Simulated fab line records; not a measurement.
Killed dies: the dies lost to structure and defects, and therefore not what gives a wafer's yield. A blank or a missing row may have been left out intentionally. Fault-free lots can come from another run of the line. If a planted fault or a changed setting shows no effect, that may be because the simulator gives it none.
fab line records | flow gf180mcu
record lots=14 wafers=42 lastDay=34
route steps=602 shown CONTACT@289 M1@327 V1@340
lots untouched by any fault: they come from a run of this same line in which no faults occurred
startH: the number of hours between the record's first day and the start of the first shown wafer of the lot | waitH: how many hours have passed since the lot's step before this one | " repeats the value in the row above | L1.1+2: a row that stands for several wafers | - no value, or no start given | * or withheld: withheld | < > ~ a bound
route shown NAME@n: names a module that has steps shown in the file, with the first one's number in the route | usual: mean/standard deviation taken from wafers without a fault | same: alike in all rows | chamber/n: place in a boat | sites: each site's reading | _std_site: standard deviation across them | _edge_site: the outer-site mean with the inner-site mean subtracted | radiusMm: how far each site lies from the wafer's centre | mask NAME#n: copy n | behind: tool/chamber where the wafer was last shaped | hold: what put the lot on hold/how long, in hours/how the hold closed | device: which transistor (n, p or np) failed to switch | end of line: tests run on the same wafers once the route is complete | step lacking rows: just its recipe | killed: the dies lost at the first sort to structure and to defects; this is not the yield of the wafer | map: a wafer's dies, marking killed ones x, the rest . and places with no die _
set.NAME: the setting as run; set.NAME@STEP: as run at that earlier step | model.NAME: the simulator's own value behind a step, which no gauge read
one table for each step of the route and one row for each wafer, over a sample of lots
services: when a tool's chamber went out of use (startH, in hours from the record's first day, below 0 if earlier), for how many hours, and the reason
## steps
# step GF_CONTACT_CVD_02
# recipe material=SiO2 targetThkNm=860 precursor=TEOS tempC=400 timeS=95.992 rfW=600
# usual heaterPowerOuterW=383/52 heaterPowerW=670/77
# columns lot.wafer tool chamber startH waitH heaterPowerOuterW heaterPowerW
L781.3 pecvd-03 0 350.23 0.0 306 556
L781.5 " 0 " " 357 614
L781.6 " 2 " " 418 727
L784.1 pecvd-03 2 381.40 0.1 427 759
L784.2 " 1 " " 482 827
L784.4 " 2 " " 311 595
L787.1 pecvd-01 2 402.05 0.1 371 615
L787.4 " 1 " " 431 771
L787.6 " 2 " " 393 648
L791.2 pecvd-01 2 436.05 0.0 300 524
L791.3 " 0 " " 406 703
L791.4 " 2 " " 344 587
L792.4 pecvd-03 0 448.63 0.1 384 659
L792.5 " 2 " " 393 680
L792.6 " 1 " " 504 853
L794.1 pecvd-04 0 466.78 0.1 394 669
L794.2 " 1 " " 327 622
L794.4 " 2 " " 330 595
L795.3 pecvd-01 0 476.18 0.0 490 795
L795.5 " 0 " " 373 644
L795.6 " 2 " " 297 531
L796.2 pecvd-04 2 490.84 0.0 409 714
L796.4 " 0 " " 365 619
L796.5 " 2 " " 438 749
L797.1 pecvd-03 1 491.79 0.1 481 836
L797.4 " 1 " " 503 843
L797.6 " 0 " " 285 532
L798.2 pecvd-04 1 496.14 0.0 357 628
L798.4 " 0 " " 404 686
L798.5 " 1 " " 370 666
L799.1 pecvd-03 1 509.90 0.1 405 706
L799.2 " 2 " " 347 632
L799.5 " 2 " " 401 690
L801.1 pecvd-03 1 520.35 0.1 494 820
L801.3 " 0 " " 305 570
L801.6 " 1 " " 372 694
L802.1 pecvd-01 0 527.10 0.1 434 700
L802.5 " 0 " " 451 785
L802.6 " 1 " " 417 718
L803.2 pecvd-04 0 536.54 0.0 378 665
L803.4 " 1 " " 272 540
L803.6 " 0 " " 412 702
# step GF_CONTACT_SPUTTER_23
# recipe material=TiN targetThkNm=10 chamberPressurePa=5 powerW=4000 timeS=40
# usual cathodeDcPowerW=4000.0/0.64 throttleValvePct=29.9/1.1
# columns lot.wafer tool chamber startH waitH cathodeDcPowerW throttleValvePct
L781.3 pvdSputter-01 - 373.23 0.0 4000.5 30.0
L781.5 " - " " 3999.2 30.0
L781.6 " - " " 4000.0 28.2
L784.1 pvdSputter-01 - 404.48 0.0 3999.9 30.2
L784.2 " - " " 3999.1 28.2
L784.4 " - " " 3999.1 28.9
L787.1 pvdSputter-02 - 427.05 0.0 3999.8 31.6
L787.4 " - " " 4001.4 30.2
L787.6 " - " " 4000.6 28.6
L791.2 pvdSputter-04 - 461.25 0.0 4000.0 30.2
L791.3 " - " " 4000.0 29.1
L791.4 " - " " 4000.6 28.8
L792.4 pvdSputter-02 - 473.58 0.0 4000.5 31.5
L792.5 " - " " 4000.9 31.6
L792.6 " - " " 4000.7 31.1
L794.1 pvdSputter-02 - 491.89 0.0 4000.9 31.8
L794.2 " - " " 4000.5 30.2
L794.4 " - " " 4000.3 31.3
L795.3 pvdSputter-01 - 500.94 0.0 3999.7 30.0
L795.5 " - " " 4001.1 29.3
L795.6 " - " " 3999.7 30.1
L796.2 pvdSputter-01 - 515.80 0.0 4000.2 28.2
L796.4 " - " " 4000.1 30.2
L796.5 " - " " 3998.4 28.5
L797.1 pvdSputter-02 - 516.52 0.0 3999.2 28.5
L797.4 " - " " 4000.4 31.6
L797.6 " - " " 3999.9 31.5
L798.2 pvdSputter-02 - 520.55 0.0 3999.5 31.6
L798.4 " - " " 3999.7 30.4
L798.5 " - " " 3999.3 30.5
L799.1 pvdSputter-01 - 533.88 0.0 4000.2 30.1
L799.2 " - " " 4000.4 28.9
L799.5 " - " " 4000.6 30.0
L801.1 pvdSputter-02 - 544.45 0.0 3999.4 31.2
L801.3 " - " " 4000.3 31.4
L801.6 " - " " 4000.0 31.3
L802.1 pvdSputter-01 - 551.21 0.0 4000.2 29.2
L802.5 " - " " 3999.2 30.0
L802.6 " - " " 4001.4 28.9
L803.2 pvdSputter-04 - 560.09 0.0 3999.6 30.0
L803.4 " - " " 4000.5 30.0
L803.6 " - " " 3999.9 29.9
# step GF_M1_PEB_12
# recipe pebTempC=135 pebTimeS=90 resist=KrF
# usual chillPlateTempC=23.01/0.1 exhaustPa=44.9/0.82 pebTimeS=90/0 plateTempC=135.02/0.14
# columns lot.wafer tool chamber startH waitH chillPlateTempC exhaustPa pebTimeS plateTempC
L781.3 lithoTrack-04 0 396.64 - 23.13 44.0 90 135.15
L781.5 " 0 " " 23.09 44.9 90 135.20
L781.6 " 0 " " 23.09 45.7 90 135.22
L784.1 lithoTrack-03 0 429.30 - 22.93 44.1 90 135.33
L784.2 " 0 " " 22.93 45.4 90 135.23
L784.4 " 0 " " 22.80 44.8 90 135.01
L787.1 lithoTrack-03 0 451.90 - 22.97 44.4 90 135.24
L787.4 " 0 " " 22.97 44.2 90 135.24
L787.6 " 0 " " 22.88 45.5 90 134.98
L791.2 lithoTrack-03 - 486.09 - - - - -
L791.3 " - " " - - - -
L791.4 " - " " - - - -
L792.4 lithoTrack-01 - 497.92 - - - - -
L792.5 " - " " - - - -
L792.6 " - " " - - - -
L794.1 lithoTrack-03 0 515.85 - 22.83 45.6 90 135.10
L794.2 " 0 " " 23.00 44.5 90 134.83
L794.4 " 0 " " 23.07 43.8 90 135.12
L795.3 lithoTrack-04 0 524.88 - 22.84 44.7 90 135.06
L795.5 " 0 " " 22.95 46.1 90 135.17
L795.6 " 0 " " 22.96 45.0 90 134.97
L796.2 lithoTrack-01 0 539.05 - 23.07 45.0 90 134.80
L796.4 " 0 " " 22.89 43.6 90 134.70
L796.5 " 0 " " 23.01 44.0 90 135.01
L797.1 lithoTrack-01 0 539.37 - 23.01 44.8 90 134.90
L797.4 " 0 " " 23.05 45.7 90 134.97
L797.6 " 0 " " 23.03 44.0 90 135.02
L798.2 lithoTrack-03 0 543.49 - 22.98 43.7 90 134.85
L798.4 " 0 " " 22.98 43.7 90 134.84
L798.5 " 0 " " 22.98 43.7 90 134.93
L799.1 lithoTrack-04 0 556.87 - 22.97 44.3 90 134.82
L799.2 " 0 " " 23.18 44.1 90 134.93
L799.5 " 0 " " 23.11 43.7 90 134.86
L801.1 lithoTrack-01 0 567.02 - 22.93 44.7 90 135.19
L801.3 " 0 " " 22.81 44.6 90 135.05
L801.6 " 0 " " 22.91 45.1 90 135.02
L802.1 lithoTrack-01 0 573.27 - 23.10 44.3 90 134.84
L802.5 " 0 " " 23.03 44.2 90 134.95
L802.6 " 0 " " 23.15 44.1 90 135.03
L803.2 lithoTrack-03 0 582.93 - 23.00 44.0 90 135.04
L803.4 " 0 " " 23.11 44.3 90 135.21
L803.6 " 0 " " 23.00 43.6 90 135.16
# step GF_V1_BOW_MEAS_05
# recipe mode=bow
# usual V1_BOW=82/7.1
# columns lot.wafer tool chamber startH waitH V1_BOW[um]
L781.3 filmMetro-01 - 398.44 0.3 81
L781.5 " - " " 78
L781.6 " - " " 77
L784.1 filmMetro-02 - 431.02 0.1 78
L784.2 " - " " 76
L784.4 " - " " 71
L787.1 filmMetro-02 - 453.96 0.1 85
L787.4 " - " " 83
L787.6 " - " " 73
L794.1 filmMetro-02 - 517.57 0.2 80
L794.2 " - " " 79
L794.4 " - " " 87
L795.3 filmMetro-02 - 526.61 0.2 75
L795.5 " - " " 89
L795.6 " - " " 74
L796.2 filmMetro-02 - 540.81 0.2 78
L796.4 " - " " 89
L796.5 " - " " 87
L797.1 filmMetro-01 - 541.09 0.2 86
L797.4 " - " " 82
L797.6 " - " " 84
L798.2 filmMetro-02 - 545.19 0.2 80
L798.4 " - " " 91
L798.5 " - " " 82
L799.1 filmMetro-02 - 558.92 0.3 83
L799.2 " - " " 92
L799.5 " - " " 85
L801.1 filmMetro-02 - 568.76 0.1 99
L801.3 " - " " 83
L801.6 " - " " 79
L802.1 filmMetro-01 - 574.98 0.1 90
L802.5 " - " " 94
L802.6 " - " " 87
L803.2 filmMetro-02 - 584.63 0.3 93
L803.4 " - " " 83
L803.6 " - " " 100
## services
# columns tool chamber startH hours kind
pecvd-04 - 331.95 14.6 pm
pvdSputter-04 - 353.87 10.9 repair
pvdSputter-01 - 365.85 5.8 repair
pvdSputter-02 - 394.83 5.3 repair
pvdSputter-02 - 413.61 9.9 repair
pecvd-01 - 422.28 0.5 repair
pecvd-03 - 445.46 0.6 repair
pecvd-01 1 447.49 6.7 repair
pecvd-03 - 460.22 2.8 pm
pecvd-03 2 465.45 15.5 repair
pvdSputter-02 - 479.81 1.1 repair
pecvd-01 0 492.60 6.3 repair
pecvd-01 - 500.49 2.8 pm
pecvd-03 - 516.22 3.7 repair
pecvd-01 - 524.45 2.2 repair
pecvd-04 - 556.63 1.8 repair
pvdSputter-01 - 569.74 3.5 repair
pecvd-01 - 575.43 2.9 repair
pecvd-03 2 579.43 15.7 repair
## key
firstSign step=GF_M1_PEB_12 reading=toolRecord direction=missing
effect none on later readings
metAt GF_M1_PEB_12
struckLots L791,L792
laterRowsLeftOut L791.2,L791.3,L791.4,L792.4,L792.5,L792.6
sortLeftOut L791.2,L791.3,L791.4,L792.4,L792.5,L792.6
notActingAt GF_CONTACT_CVD_02,GF_CONTACT_SPUTTER_23,GF_V1_BOW_MEAS_05
onsetBetween 451.90 486.09
fault kind=skippedStepWhole tool=lithoTrack-01,lithoTrack-03 chamber=- onsetH=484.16 steps=GF_M1_PEB_12 scope=struckLotsOnly
# sortLeftOut: the simulated sort isn't trusted on such a fault, so these wafers' sort isn't shown, and their yield isn't known
# laterRowsLeftOut: the simulator's readings of these wafers behind a module that went badly wrong aren't trusted and aren't shown, but for the sort
